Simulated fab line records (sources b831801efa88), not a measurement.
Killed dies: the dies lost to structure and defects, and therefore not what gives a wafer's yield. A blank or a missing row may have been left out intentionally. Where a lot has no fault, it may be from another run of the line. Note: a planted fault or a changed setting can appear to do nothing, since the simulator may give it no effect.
The same fault as seen by 2 desks / flow gf180mcu / only its own numbers are on each desk; what lay behind them is given at the end

== FROM THE METROLOGY DESK ==
Lot by lot, what the gauges showed, no matter which tool ran the lot: averages of those sampled wafers that carry a number. If a lot's mean is further than 4 standard deviations from the usual mean, the lot is out of limits and carries the mark OUT (the distance appears in the brackets).
Columns: A = V5_BOW at GF_V5_BOW_MEAS_05, usual 136 um; B = PASSIVATION_CVD_02_THK at GF_PASSIVATION_THK_MEAS_03, usual 700 nm
lot=L870; first seen here=day 26 13:33; A=138; B=698
lot=L871; first seen here=day 26 20:42; A=133; B=695
lot=L873; first seen here=day 27 12:43; A=132; B=695
lot=L875; first seen here=day 27 21:49; A=132; B=706
lot=L876; first seen here=day 28 10:47; A=136; B=709
lot=L877; first seen here=day 29 00:23; A=145; B=698
lot=L878; first seen here=day 29 01:15; A=126; B=691
lot=L879; first seen here=day 29 03:12; A=136; B=699
lot=L880; first seen here=day 29 12:53; A=141; B=705
lot=L888; first seen here=day 31 21:33; A=142; B=709
lot=L889; first seen here=day 31 22:20; A=124; B=701
lot=L890; first seen here=day 32 02:13; A=132; B=697
lot=L891; first seen here=day 32 12:03; A=121; B=706
lot=L893; first seen here=day 32 23:02; A=141; B=698
Finding of this desk: none of the 14 lots has anything out of limits.

== FOR THE TOOL OWNER'S DESK: rieMetal-02 ==
The tool's own readings at GF_MIM_METAL_ETCH_19 (etches the open film in Cl2/BCl3, stops on Si3N4, target depth 324.5 nm, time 54.1 s): means of the sampled wafers that have a number, for each lot that ran on this tool. If a lot's mean is further than 4 standard deviations from the usual mean, the lot is out of limits and carries the mark OUT (the distance appears in the brackets).
Columns: A = drypumpMotorCurrentA at GF_MIM_METAL_ETCH_19, usual 5.8 A; B = oesProductAu at GF_MIM_METAL_ETCH_19, usual 0.940 a.u.; C = throttleValvePct at GF_MIM_METAL_ETCH_19, usual 28.285 %
lot=L871; first seen here=day 25 22:18; A=6.0; B=0.942; C=28.280
lot=L875; first seen here=day 26 22:58; A=6.0; B=0.938; C=28.283
lot=L876; first seen here=day 27 12:30; A=5.9; B=0.934; C=28.290
lot=L877; first seen here=day 28 02:32; A=6.1; B=0.944; C=28.267
lot=L878; first seen here=day 28 04:14; A=6.2; B=0.932; C=28.282
lot=L880; first seen here=day 28 15:48; A=6.2; B=0.935; C=28.281
lot=L891; first seen here=day 31 17:18; A=6.2; B=0.935; C=28.295
lot=L893; first seen here=day 32 04:22; A=6.0; B=0.940; C=28.279
Finding of this desk: none of the 8 lots has anything out of limits.

== TAKEN TOGETHER ==
At the metrology desk, nothing out of limits was observed.
The desk of the tool owner found nothing out of limits.

== WHAT THE SIMULATOR HAD PUT IN ==
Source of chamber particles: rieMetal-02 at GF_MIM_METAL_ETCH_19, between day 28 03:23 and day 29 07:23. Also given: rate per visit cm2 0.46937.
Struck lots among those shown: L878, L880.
